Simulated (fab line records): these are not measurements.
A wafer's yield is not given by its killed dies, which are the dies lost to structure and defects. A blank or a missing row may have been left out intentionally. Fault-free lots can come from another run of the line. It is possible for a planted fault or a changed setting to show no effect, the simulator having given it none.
A sampling plan put to the test -- flow sky130 -- one line in one fab, 51 faults in these records, each fault weighed on the records of the lots it struck
The line's own looks make up the plan; these are the steps of the route where a gauge or inspection reads the wafer and leaves it unchanged. A look can be judged if struck wafers have a number there and the file gives its usual mean and standard deviation on fault-free wafers. Caught: a look later than the fault's first step finds the struck wafers' mean 4 or more of those standard deviations (sigma) from the usual mean. On the tool: here the same test is run on the tool's own readings at the fault's steps. Caught also covers a different recipe on the struck wafers, or a record left blank for those wafers only.

== THE FAULTS, as the simulator had put them in ==
1. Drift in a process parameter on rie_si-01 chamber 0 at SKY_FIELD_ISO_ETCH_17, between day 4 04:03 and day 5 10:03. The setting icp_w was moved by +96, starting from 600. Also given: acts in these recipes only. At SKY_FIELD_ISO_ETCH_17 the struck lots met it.
2. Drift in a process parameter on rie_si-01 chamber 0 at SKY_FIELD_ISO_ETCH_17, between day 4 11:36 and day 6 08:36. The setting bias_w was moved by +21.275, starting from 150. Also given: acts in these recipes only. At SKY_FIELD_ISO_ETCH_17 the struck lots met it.
3. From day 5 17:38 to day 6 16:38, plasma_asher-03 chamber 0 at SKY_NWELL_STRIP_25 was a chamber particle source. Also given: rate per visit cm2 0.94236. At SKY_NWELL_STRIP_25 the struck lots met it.
4. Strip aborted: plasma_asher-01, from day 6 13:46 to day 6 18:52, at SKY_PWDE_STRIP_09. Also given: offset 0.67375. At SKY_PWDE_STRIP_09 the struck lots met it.
5. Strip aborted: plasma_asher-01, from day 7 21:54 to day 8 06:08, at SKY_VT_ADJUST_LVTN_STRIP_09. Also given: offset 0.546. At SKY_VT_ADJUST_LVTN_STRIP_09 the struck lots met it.
6. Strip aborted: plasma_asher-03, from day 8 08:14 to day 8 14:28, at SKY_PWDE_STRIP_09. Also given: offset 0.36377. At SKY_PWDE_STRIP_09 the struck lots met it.
7. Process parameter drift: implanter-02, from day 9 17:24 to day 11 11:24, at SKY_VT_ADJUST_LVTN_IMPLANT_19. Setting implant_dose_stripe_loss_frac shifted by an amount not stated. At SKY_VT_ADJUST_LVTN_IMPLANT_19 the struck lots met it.
8. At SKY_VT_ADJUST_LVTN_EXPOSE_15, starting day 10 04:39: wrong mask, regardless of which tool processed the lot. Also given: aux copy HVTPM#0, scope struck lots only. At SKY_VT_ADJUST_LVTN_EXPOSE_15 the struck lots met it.
9. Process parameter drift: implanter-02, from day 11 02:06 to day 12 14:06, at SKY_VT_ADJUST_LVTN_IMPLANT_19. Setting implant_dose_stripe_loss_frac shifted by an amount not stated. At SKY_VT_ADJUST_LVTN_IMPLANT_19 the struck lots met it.
10. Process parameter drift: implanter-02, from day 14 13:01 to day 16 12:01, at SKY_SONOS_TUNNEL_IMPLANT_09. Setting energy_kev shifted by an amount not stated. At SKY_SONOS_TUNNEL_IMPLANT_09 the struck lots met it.
11. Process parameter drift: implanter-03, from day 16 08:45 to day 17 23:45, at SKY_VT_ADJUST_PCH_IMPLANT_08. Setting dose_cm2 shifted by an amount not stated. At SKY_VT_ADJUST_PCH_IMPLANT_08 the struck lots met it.
12. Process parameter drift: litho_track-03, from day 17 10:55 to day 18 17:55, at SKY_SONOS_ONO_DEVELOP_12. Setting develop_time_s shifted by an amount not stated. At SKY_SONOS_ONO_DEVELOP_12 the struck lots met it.
13. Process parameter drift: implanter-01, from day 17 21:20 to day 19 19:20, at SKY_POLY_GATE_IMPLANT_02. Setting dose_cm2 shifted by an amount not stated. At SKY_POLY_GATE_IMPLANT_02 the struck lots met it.
14. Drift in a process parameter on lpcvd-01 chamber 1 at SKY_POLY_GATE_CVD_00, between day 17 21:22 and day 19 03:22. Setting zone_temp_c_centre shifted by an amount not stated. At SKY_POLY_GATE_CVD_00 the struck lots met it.
15. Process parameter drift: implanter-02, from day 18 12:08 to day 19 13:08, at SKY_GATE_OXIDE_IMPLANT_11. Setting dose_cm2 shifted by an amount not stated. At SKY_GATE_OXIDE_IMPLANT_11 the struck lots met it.
16. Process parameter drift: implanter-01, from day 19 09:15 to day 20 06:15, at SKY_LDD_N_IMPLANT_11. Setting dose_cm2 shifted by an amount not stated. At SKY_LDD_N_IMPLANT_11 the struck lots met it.
17. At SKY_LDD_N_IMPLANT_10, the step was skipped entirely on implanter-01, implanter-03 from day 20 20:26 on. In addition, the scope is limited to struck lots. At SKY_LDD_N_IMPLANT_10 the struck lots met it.
18. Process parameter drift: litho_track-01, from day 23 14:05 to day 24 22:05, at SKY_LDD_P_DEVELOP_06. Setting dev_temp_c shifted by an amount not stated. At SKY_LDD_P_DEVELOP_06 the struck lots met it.
19. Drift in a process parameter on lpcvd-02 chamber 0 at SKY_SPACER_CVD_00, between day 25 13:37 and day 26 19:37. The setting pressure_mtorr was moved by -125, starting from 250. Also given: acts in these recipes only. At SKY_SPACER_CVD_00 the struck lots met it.
20. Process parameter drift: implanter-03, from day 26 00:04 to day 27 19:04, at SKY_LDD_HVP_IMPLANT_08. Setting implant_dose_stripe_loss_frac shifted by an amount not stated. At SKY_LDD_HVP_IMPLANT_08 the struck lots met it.
21. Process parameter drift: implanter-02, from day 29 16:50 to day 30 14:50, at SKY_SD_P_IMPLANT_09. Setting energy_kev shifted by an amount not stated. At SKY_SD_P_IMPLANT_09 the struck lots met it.
22. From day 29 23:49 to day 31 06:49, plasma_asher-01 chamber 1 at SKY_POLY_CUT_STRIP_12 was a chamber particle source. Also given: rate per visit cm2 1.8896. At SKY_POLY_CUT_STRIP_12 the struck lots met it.
23. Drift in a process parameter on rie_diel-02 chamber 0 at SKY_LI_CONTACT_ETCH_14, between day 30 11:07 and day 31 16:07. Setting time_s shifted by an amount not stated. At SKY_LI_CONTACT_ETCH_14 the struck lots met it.
24. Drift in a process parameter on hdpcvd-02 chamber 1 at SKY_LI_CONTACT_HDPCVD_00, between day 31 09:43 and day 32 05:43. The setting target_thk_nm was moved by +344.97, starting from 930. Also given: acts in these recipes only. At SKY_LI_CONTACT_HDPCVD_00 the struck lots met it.
25. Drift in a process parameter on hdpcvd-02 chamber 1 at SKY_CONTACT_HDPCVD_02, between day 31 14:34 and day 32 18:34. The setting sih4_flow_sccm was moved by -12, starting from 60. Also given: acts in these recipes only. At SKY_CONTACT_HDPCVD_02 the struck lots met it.
26. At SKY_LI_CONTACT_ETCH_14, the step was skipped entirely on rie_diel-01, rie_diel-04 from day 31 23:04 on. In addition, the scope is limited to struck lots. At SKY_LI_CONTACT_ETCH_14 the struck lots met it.
27. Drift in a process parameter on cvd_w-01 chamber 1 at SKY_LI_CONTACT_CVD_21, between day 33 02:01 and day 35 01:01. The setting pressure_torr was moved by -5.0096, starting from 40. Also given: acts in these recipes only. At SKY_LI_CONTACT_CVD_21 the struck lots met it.
28. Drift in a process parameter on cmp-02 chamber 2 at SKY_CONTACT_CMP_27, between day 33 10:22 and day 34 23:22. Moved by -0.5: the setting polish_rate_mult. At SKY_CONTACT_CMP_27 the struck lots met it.
29. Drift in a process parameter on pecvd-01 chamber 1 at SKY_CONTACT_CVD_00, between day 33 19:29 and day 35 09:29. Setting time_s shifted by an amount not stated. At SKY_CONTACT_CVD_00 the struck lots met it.
30. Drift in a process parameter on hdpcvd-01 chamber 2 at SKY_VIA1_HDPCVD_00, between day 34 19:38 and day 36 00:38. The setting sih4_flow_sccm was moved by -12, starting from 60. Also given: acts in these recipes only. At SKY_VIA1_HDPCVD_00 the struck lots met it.
31. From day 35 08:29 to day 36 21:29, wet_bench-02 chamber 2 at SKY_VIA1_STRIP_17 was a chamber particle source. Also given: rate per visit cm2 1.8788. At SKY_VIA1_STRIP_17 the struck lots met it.
32. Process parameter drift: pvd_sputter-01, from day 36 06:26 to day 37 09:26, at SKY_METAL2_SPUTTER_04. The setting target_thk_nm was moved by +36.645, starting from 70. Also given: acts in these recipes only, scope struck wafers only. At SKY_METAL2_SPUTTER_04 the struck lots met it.
33. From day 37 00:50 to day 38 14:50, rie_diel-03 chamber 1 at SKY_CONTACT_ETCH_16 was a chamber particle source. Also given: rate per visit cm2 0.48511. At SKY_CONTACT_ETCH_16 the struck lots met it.
34. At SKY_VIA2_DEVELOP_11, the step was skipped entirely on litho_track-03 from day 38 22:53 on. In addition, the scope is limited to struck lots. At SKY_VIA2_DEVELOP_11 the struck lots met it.
35. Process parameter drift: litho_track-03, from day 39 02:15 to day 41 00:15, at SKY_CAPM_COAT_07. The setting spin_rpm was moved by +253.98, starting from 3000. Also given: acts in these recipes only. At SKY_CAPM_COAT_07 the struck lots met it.
36. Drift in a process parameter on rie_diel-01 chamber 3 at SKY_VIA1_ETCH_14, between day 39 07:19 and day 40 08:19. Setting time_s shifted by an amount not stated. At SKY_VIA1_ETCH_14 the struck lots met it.
37. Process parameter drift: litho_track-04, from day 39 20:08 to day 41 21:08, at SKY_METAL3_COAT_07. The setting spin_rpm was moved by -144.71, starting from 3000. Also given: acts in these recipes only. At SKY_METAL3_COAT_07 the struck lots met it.
38. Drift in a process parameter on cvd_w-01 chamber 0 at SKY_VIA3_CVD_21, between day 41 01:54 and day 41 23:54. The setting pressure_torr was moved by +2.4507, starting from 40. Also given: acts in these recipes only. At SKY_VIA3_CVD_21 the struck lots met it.
39. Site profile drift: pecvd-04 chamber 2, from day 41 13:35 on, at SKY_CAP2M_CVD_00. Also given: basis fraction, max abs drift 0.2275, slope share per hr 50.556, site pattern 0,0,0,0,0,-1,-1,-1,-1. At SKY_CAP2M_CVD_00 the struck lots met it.
40. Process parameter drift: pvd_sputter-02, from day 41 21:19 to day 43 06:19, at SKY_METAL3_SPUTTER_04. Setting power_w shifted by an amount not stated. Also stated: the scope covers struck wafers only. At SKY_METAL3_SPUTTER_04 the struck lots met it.
41. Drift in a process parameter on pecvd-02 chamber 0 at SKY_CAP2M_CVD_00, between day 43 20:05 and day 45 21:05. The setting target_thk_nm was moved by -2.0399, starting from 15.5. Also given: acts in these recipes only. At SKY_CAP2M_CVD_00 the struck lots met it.
42. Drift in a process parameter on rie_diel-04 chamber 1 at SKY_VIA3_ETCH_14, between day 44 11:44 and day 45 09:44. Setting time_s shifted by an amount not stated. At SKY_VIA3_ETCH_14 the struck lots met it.
43. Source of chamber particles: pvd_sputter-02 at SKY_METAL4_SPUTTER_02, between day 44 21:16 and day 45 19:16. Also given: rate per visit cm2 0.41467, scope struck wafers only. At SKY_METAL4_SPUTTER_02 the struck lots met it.
44. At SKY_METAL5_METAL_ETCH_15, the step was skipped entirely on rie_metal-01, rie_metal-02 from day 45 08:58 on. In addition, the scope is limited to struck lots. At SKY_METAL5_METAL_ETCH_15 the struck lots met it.
45. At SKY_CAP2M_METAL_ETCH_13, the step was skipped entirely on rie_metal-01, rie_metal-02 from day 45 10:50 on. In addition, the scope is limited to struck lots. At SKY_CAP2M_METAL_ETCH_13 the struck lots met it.
46. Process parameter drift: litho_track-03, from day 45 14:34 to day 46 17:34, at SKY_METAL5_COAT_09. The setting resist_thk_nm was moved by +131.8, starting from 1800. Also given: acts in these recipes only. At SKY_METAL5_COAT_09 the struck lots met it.
47. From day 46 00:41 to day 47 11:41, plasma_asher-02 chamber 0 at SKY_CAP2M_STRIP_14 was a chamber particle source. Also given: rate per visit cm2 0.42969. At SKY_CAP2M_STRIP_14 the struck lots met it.
48. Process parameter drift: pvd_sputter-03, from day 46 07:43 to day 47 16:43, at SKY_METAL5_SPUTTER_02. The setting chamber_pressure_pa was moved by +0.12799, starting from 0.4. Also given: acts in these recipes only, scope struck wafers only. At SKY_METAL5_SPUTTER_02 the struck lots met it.
49. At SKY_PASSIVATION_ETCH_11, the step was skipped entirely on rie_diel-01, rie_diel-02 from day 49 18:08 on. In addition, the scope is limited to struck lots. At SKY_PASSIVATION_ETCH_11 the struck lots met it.
50. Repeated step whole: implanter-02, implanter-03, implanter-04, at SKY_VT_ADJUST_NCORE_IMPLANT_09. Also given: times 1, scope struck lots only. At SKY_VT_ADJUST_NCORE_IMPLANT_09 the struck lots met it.
51. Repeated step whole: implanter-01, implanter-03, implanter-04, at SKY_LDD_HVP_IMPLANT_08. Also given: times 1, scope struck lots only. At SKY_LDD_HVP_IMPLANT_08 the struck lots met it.

== WHAT THE PLAN SAW ==
fault,on the tool itself,first look that catches it,"reading, sigma",median hours from its first step to that look,hours from the fault's start to the first struck lot there,judged looks passed uncaught
1,rf_fwd_power_W +48 sigma,no look after it can be judged,-,-,-,0
2,bias_w +50 sigma,no look after it can be judged,-,-,-,0
3,under 2 sigma,no look after it can be judged,-,-,-,0
4,oes_product_au +48 sigma,SKY_NWELL_TW_MEAS_15,NWELL_TW -99 or beyond,20.4,25,0
5,oes_product_au +47 sigma,SKY_VT_ADJUST_LVTN_TW_MEAS_21,VT_ADJUST_LVTN_2_TW -99 or beyond,21.3,29,0
6,oes_product_au +53 sigma,not the one look that can be judged after it,-,-,-,1
7,no reading that can be judged,none of the 7 looks that can be judged after it,"strongest: VT_ADJUST_LVTN_2_TW at SKY_VT_ADJUST_LVTN_TW_MEAS_21, -2.6",-,-,7
8,under 2 sigma,SKY_VT_ADJUST_LVTN_TW_MEAS_21,VT_ADJUST_LVTN_2_TW -99 or beyond,11.0,14,0
9,under 2 sigma,none of the 7 looks that can be judged after it,-,-,-,7
10,beam_energy_keV +99 or beyond sigma,SKY_SONOS_TUNNEL_TW_MEAS_12,SONOS_TUNNEL_TW +8.3,0.4,6,0
11,dose_ions_cm2 -99 or beyond sigma,SKY_VT_ADJUST_PCH_TW_MEAS_10,VT_ADJUST_PCH_TW -19,0.2,4,0
12,no reading that can be judged,not the one look that can be judged after it,"strongest: cd_nm at SKY_SONOS_ONO_CD_MEAS_13, +3.8",-,-,1
13,dose_ions_cm2 -99 or beyond sigma,SKY_RES_PROTECT_TW_MEAS_08,POLY_GATE_TW -4.3,0.2,9,0
14,zone_power_upper_pct +27 sigma,SKY_POLY_GATE_THK_MEAS_01,POLY_GATE_CVD_00_THK -9.8,1.5,4,0
15,dose_ions_cm2 -36 sigma,no look after it can be judged,-,-,-,0
16,dose_ions_cm2 +99 or beyond sigma,SKY_LDD_N_TW_MEAS_17,LDD_N_TW +13,0.8,4,0
17,the tool's record is blank for the struck wafers,SKY_LDD_N_TW_MEAS_17,LDD_N_TW -7.0,1.0,6,0
18,developer_temp_C +22 sigma,not the one look that can be judged after it,"strongest: cd_nm at SKY_LDD_P_CD_MEAS_07, -2.8",-,-,1
19,pressure_mtorr -99 or beyond sigma,SKY_SPACER_THK_MEAS_01,SPACER_CVD_00_THK -18,1.5,5,0
20,no reading that can be judged,none of the 5 looks that can be judged after it,-,-,-,5
21,beam_energy_keV +99 or beyond sigma,SKY_SD_P_TW_MEAS_11,SD_P_TW +12,0.2,4,0
22,under 2 sigma,none of the 2 looks that can be judged after it,-,-,-,2
23,run_length_s +12 sigma,no look after it can be judged,-,-,-,0
24,no reading that can be judged,SKY_LI_CONTACT_THK_MEAS_01,LI_CONTACT_HDPCVD_THK +37,0.1,11,0
25,sih4_flow_sccm -62 sigma,SKY_CONTACT_THK_MEAS_03,CONTACT_HDPCVD_THK -17,0.1,28,0
26,the tool's record is blank for the struck wafers,no look after it can be judged,-,-,-,0
27,chamber_pressure_Torr -57 sigma,SKY_LI_CONTACT_RS_MEAS_22,LI_CONTACT_W_RS +7.5,0.1,0,0
28,overpolish_run_s -99 or beyond sigma,no look after it can be judged,-,-,-,0
29,under 2 sigma,SKY_CONTACT_THK_MEAS_01,CONTACT_CVD_00_THK +5.0,0.0,11,0
30,sih4_flow_sccm -71 sigma,SKY_VIA1_THK_MEAS_01,VIA1_HDPCVD_THK -21,0.1,8,0
31,no reading that can be judged,not the one look that can be judged after it,-,-,-,1
32,under 2 sigma,SKY_METAL2_THK_MEAS_06,METAL2_ALCU_THK -6.3,0.2,8,0
33,under 2 sigma,none of the 2 looks that can be judged after it,-,-,-,2
34,no reading that can be judged,no look after it can be judged,-,-,-,0
35,spin_speed_rpm +99 or beyond sigma,no look after it can be judged,-,-,-,0
36,oes_product_au +9.0 sigma,no look after it can be judged,-,-,-,0
37,spin_speed_rpm -65 sigma,none of the 2 looks that can be judged after it,-,-,-,2
38,chamber_pressure_Torr +28 sigma,not the one look that can be judged after it,"strongest: VIA3_W_RS at SKY_VIA3_RS_MEAS_22, -2.7",-,-,1
39,under 2 sigma,SKY_CAP2M_THK_MEAS_01,CAP2M_CVD_00_THK -7.9,0.0,11,0
40,cathode_dc_power_W +99 or beyond sigma,no look after it can be judged,-,-,-,0
41,under 2 sigma,SKY_CAP2M_THK_MEAS_01,CAP2M_CVD_00_THK -9.2,0.0,11,0
42,run_length_s -54 sigma,no look after it can be judged,-,-,-,0
43,under 2 sigma,not the one look that can be judged after it,-,-,-,1
44,the tool's record is blank for the struck wafers,no look after it can be judged,-,-,-,0
45,the tool's record is blank for the struck wafers,no look after it can be judged,-,-,-,0
46,under 2 sigma,no look after it can be judged,-,-,-,0
47,under 2 sigma,not the one look that can be judged after it,-,-,-,1
48,chamber_pressure_pa +99 or beyond sigma,SKY_METAL5_RS_MEAS_05,METAL5_ALCU_RS +8.5,0.1,29,0
49,the tool's record is blank for the struck wafers,no look after it can be judged,-,-,-,0
50,under 2 sigma,SKY_VT_ADJUST_NCORE_TW_MEAS_11,VT_ADJUST_NCORE_TW +35,0.6,-,0
51,under 2 sigma,SKY_LDD_HVP_TW_MEAS_10,LDD_HVP_TW +31,0.6,-,0
A dash: this means the fault isn't caught or the number doesn't appear in these records.

Caught at a look: 22 of 51. Caught on the tool: 31 of 51. By one or the other: 39 of 51.
Faults 1, 2, 6, 15, 18, 23, 26, 28, 35, 36, 37, 38, 40, 42, 44, 45, 49 were caught on the tool alone.
Caught at a look alone: faults 8, 24, 29, 32, 39, 41, 50, 51.
Caught by neither: faults 3, 7, 9, 12, 20, 22, 31, 33, 34, 43, 46, 47.

== THINNER SAMPLING ==
Were the look that catches a fault to measure just every second or every third lot (counted by lot number), the first struck lot would, at worst, be measured this late:
fault,"struck lots at that look, in order of time",every lot,every second lot,every third lot
4,L780,25 h,may miss it,may miss it
5,L355,29 h,may miss it,may miss it
8,L495,14 h,may miss it,may miss it
10,"L638, L642",6 h,may miss all 2,may miss all 2
11,"L770, L771",4 h,4 h,may miss all 2
13,"L399, L402",9 h,44 h,may miss all 2
14,"L554, L555",4 h,13 h,may miss all 2
16,"L350, L351",4 h,19 h,may miss all 2
17,"L459, L460",6 h,30 h,may miss all 2
19,"L271, L272",5 h,13 h,may miss all 2
21,"L617, L618",4 h,7 h,may miss all 2
24,"L420, L421",11 h,12 h,may miss all 2
25,L642,28 h,may miss it,may miss it
27,"L447, L451",0 h,may miss all 2,may miss all 2
29,"L549, L550",11 h,19 h,may miss all 2
30,"L439, L441",8 h,may miss all 2,may miss all 2
32,L565,8 h,may miss it,may miss it
39,"L200, L202, L204",11 h,may miss all 3,46 h
41,"L933, L936",11 h,39 h,may miss all 2
48,L367,29 h,may miss it,may miss it
Hours are from the fault's start to the first struck lot that is measured. Since the struck wafers were tested as one group against 4 sigma, a single lot by itself may lie under the limit. Other struck lots may not be in these records.

== THE LONGEST TIMED WAY FROM STEP TO LOOK ==
Fault 5: a median of 21.3 hours passes between SKY_VT_ADJUST_LVTN_STRIP_09 and SKY_VT_ADJUST_LVTN_TW_MEAS_21. No look between them can be judged.
